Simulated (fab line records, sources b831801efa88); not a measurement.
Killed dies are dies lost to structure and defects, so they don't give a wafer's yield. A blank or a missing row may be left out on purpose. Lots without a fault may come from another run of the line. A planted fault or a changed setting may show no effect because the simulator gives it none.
Which tool did it? | flow gf180mcu | 15 lots, 45 wafers sampled, at 4 steps of a route of 602

WHAT THE GAUGES READ, wafer by wafer
The record holds no reading of a measuring or inspecting step that can be judged against a usual standard deviation.

WHICH TOOL RAN EACH LOT (tool, then ch and the chambers of the sampled wafers, then the start)
lot  | GF_MIM_SPUTTER_08            | GF_MIM_SPUTTER_09            | GF_V5_PEB_12                      | GF_V5_CMP_26
L536 | pvd_sputter-03, day 24 10:10 | pvd_sputter-03, day 24 10:12 | litho_track-03 ch 0, day 27 04:01 | cmp-01 ch 0,2,3, day 27 05:38
L537 | pvd_sputter-03, day 24 16:44 | pvd_sputter-03, day 24 16:45 | litho_track-02 ch 0, day 27 10:10 | cmp-01 ch 0,1,3, day 27 11:47
L539 | pvd_sputter-01, day 25 07:17 | pvd_sputter-01, day 25 07:18 | litho_track-03 ch 0, day 27 22:07 | cmp-01 ch 0,3, day 27 23:44
L540 | pvd_sputter-01, day 25 21:11 | pvd_sputter-01, day 25 21:12 | litho_track-01 ch 0, day 28 11:05 | cmp-01 ch 1,2, day 28 12:40
L542 | pvd_sputter-01, day 26 13:17 | pvd_sputter-01, day 26 13:19 | litho_track-02 ch 0, day 29 02:45 | cmp-02 ch 0,2,3, day 29 04:21
L543 | pvd_sputter-03, day 27 01:11 | pvd_sputter-03, day 27 01:12 | litho_track-03 ch 0, day 29 13:30 | cmp-01 ch 0,2,3, day 29 15:06
L544 | pvd_sputter-01, day 27 08:02 | pvd_sputter-01, day 27 08:04 | litho_track-02 ch 0, day 29 18:59 | cmp-01 ch 0,2, day 29 20:33
L545 | pvd_sputter-01, day 27 12:59 | pvd_sputter-01, day 27 13:01 | litho_track-02 ch 0, day 30 00:14 | cmp-01 ch 0,1,3, day 30 02:01
L546 | pvd_sputter-03, day 28 01:38 | pvd_sputter-03, day 28 01:40 | litho_track-02 ch 0, day 30 11:42 | cmp-02 ch 1,2, day 30 13:15
L547 | pvd_sputter-01, day 28 07:07 | pvd_sputter-01, day 28 07:09 | litho_track-01 ch 0, day 30 17:34 | cmp-02 ch 0,2,3, day 30 19:08
L548 | pvd_sputter-03, day 28 14:13 | pvd_sputter-03, day 28 14:14 | litho_track-02 ch 0, day 30 23:44 | cmp-02 ch 0,2, day 31 01:15
L549 | pvd_sputter-01, day 28 20:11 | pvd_sputter-01, day 28 20:13 | litho_track-01 ch 0, day 31 05:43 | cmp-01 ch 0,2,3, day 31 07:20
L550 | pvd_sputter-03, day 29 04:00 | pvd_sputter-03, day 29 04:01 | litho_track-03, day 31 11:40      | cmp-01 ch 0,3, day 31 13:13
L551 | pvd_sputter-03, day 29 07:39 | pvd_sputter-03, day 29 07:41 | litho_track-03, day 31 15:18      | cmp-01 ch 0,1, day 31 16:53
L552 | pvd_sputter-04, day 29 12:34 | pvd_sputter-04, day 29 12:36 | litho_track-03, day 31 19:43      | cmp-02 ch 0,1,2, day 31 21:18
- GF_MIM_SPUTTER_08: material AlCu, target thk 200 nm, time 10.6 s.
- GF_MIM_SPUTTER_09: material TiN, target thk 35 nm, time 29.2 s.
- GF_V5_PEB_12: peb time 90 s.
- GF_V5_CMP_26: polishes, stops on SiO2, t overpolish 15 s, target thk 0 nm.

WHAT THE TOOLS THEMSELVES READ (means of the sampled wafers that have a number; where no wafer has one, the mark that the record gives instead)
GF_MIM_SPUTTER_08. Usual: throttle_valve_pct 29.7 %, standard deviation 0.62.
lot  | tool           | throttle_valve_pct (%) | flag
L536 | pvd_sputter-03 | 29.8                   |
L537 | pvd_sputter-03 | 29.7                   |
L539 | pvd_sputter-01 | 29.4                   |
L540 | pvd_sputter-01 | 30.2                   |
L542 | pvd_sputter-01 | 29.2                   |
L543 | pvd_sputter-03 | 30.3                   |
L544 | pvd_sputter-01 | 29.9                   |
L545 | pvd_sputter-01 | 29.2                   |
L546 | pvd_sputter-03 | 30.3                   |
L547 | pvd_sputter-01 | 29.9                   |
L548 | pvd_sputter-03 | 29.6                   |
L549 | pvd_sputter-01 | 29.5                   |
L550 | pvd_sputter-03 | 29.8                   |
L551 | pvd_sputter-03 | 30.0                   |
L552 | pvd_sputter-04 | 29.7                   |

GF_MIM_SPUTTER_09. Usual: throttle_valve_pct 29.7 %, standard deviation 0.63.
lot  | tool           | throttle_valve_pct (%) | flag
L536 | pvd_sputter-03 | 29.7                   |
L537 | pvd_sputter-03 | 29.9                   |
L539 | pvd_sputter-01 | 29.3                   |
L540 | pvd_sputter-01 | 30.2                   |
L542 | pvd_sputter-01 | 29.2                   |
L543 | pvd_sputter-03 | 30.5                   |
L544 | pvd_sputter-01 | 29.7                   |
L545 | pvd_sputter-01 | 29.2                   |
L546 | pvd_sputter-03 | 30.3                   |
L547 | pvd_sputter-01 | 29.8                   |
L548 | pvd_sputter-03 | 29.4                   |
L549 | pvd_sputter-01 | 29.5                   |
L550 | pvd_sputter-03 | 29.8                   |
L551 | pvd_sputter-03 | 29.8                   |
L552 | pvd_sputter-04 | 29.9                   |

GF_V5_PEB_12. Usual: chill_plate_temp_C 22.99 C, standard deviation 0.1; exhaust_pa 44.9 Pa, standard deviation 0.85.
lot  | tool           | chill_plate_temp_C (C) | exhaust_pa (Pa) | flag
L536 | litho_track-03 | 23.01                  | 45.3            |
L537 | litho_track-02 | 22.83                  | 45.0            |
L539 | litho_track-03 | 23.00                  | 46.2            |
L540 | litho_track-01 | 22.96                  | 44.4            |
L542 | litho_track-02 | 22.98                  | 44.4            |
L543 | litho_track-03 | 22.99                  | 44.4            |
L544 | litho_track-02 | 22.92                  | 44.9            |
L545 | litho_track-02 | 23.04                  | 44.8            |
L546 | litho_track-02 | 22.97                  | 45.1            |
L547 | litho_track-01 | 23.07                  | 46.0            |
L548 | litho_track-02 | 23.03                  | 44.0            |
L549 | litho_track-01 | 22.92                  | 44.4            |
L550 | litho_track-03 | -                      | -               | OFF
L551 | litho_track-03 | -                      | -               | OFF
L552 | litho_track-03 | -                      | -               | OFF

GF_V5_CMP_26. Usual: motor_current_A 11.1 A, standard deviation 0.65; overpolish_run_s 15.000 s, standard deviation 0.0092; retaining_ring_pressure_frac 1.000, standard deviation 0.0054; slurry_filter_dp_kPa 13.51 kPa, standard deviation 0.13; time_to_endpoint_s 84.6 s, standard deviation 2.6.
lot  | tool   | motor_current_A (A) | overpolish_run_s (s) | retaining_ring_pressure_frac | slurry_filter_dp_kPa (kPa) | time_to_endpoint_s (s) | flag
L536 | cmp-01 | 11.8                | 14.998               | 1.002                        | 13.57                      | 85.5                   |
L537 | cmp-01 | 11.2                | 15.004               | 1.000                        | 13.58                      | 83.6                   |
L539 | cmp-01 | 11.5                | 15.001               | 0.998                        | 13.51                      | 81.2                   |
L540 | cmp-01 | 10.9                | 15.002               | 0.996                        | 13.60                      | 80.7                   |
L542 | cmp-02 | 10.6                | 15.000               | 0.997                        | 13.41                      | 84.6                   |
L543 | cmp-01 | 11.3                | 15.003               | 1.006                        | 13.54                      | 83.5                   |
L544 | cmp-01 | 11.5                | 14.993               | 1.002                        | 13.52                      | 83.6                   |
L545 | cmp-01 | 11.5                | 15.003               | 1.001                        | 13.35                      | 87.9                   |
L546 | cmp-02 | 10.5                | 14.998               | 1.001                        | 13.58                      | 86.9                   |
L547 | cmp-02 | 10.4                | 14.997               | 0.999                        | 13.47                      | 85.4                   |
L548 | cmp-02 | 10.7                | 14.998               | 0.997                        | 13.57                      | 80.5                   |
L549 | cmp-01 | 11.6                | 15.005               | 1.000                        | 13.50                      | 83.3                   |
L550 | cmp-01 | 11.6                | 14.998               | 0.999                        | 13.55                      | 83.9                   |
L551 | cmp-01 | 11.1                | 15.001               | 1.002                        | 13.39                      | 85.0                   |
L552 | cmp-02 | 11.1                | 15.010               | 0.998                        | 13.52                      | 84.9                   |

THE ANSWER, worked out from the rows above alone
Rule: a lot is off if the mean of its wafers that have a number lies more than 3 standard deviations from the usual mean. A lot without any number at a reading at which 4 lots or more have one is off too. The other lots that the step has rows for count as sound. The gauges are gone through in route order, then the tools' own readings, and for those a lot's mean is taken as printed above. The first step at which some lot is off is used, and at that step the reading that is off furthest; a lot without a number counts as furthest.
Off: L550, L551, L552, at GF_V5_PEB_12 (chill_plate_temp_C). Without a number there: L550, L551, L552.
A tool fits if, at that step or a process step before it, it ran every lot that is off, and no sound lot after the first of them. One fits: litho_track-03 at GF_V5_PEB_12. Its last sound lot is L543 (day 29 13:30), its first lot that is off L550 (day 31 11:40): a fault that began between those two fits.
Blank at GF_V5_PEB_12 on the lots that are off, where sound lots have numbers: chill_plate_temp_C, exhaust_pa.

WHAT THE SIMULATOR HAD PUT IN
Skipped step whole: litho_track-03, from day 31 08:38 on, at GF_V5_PEB_12. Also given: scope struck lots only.
Lots struck among those shown: L550, L551, L552. The rule above found the same.
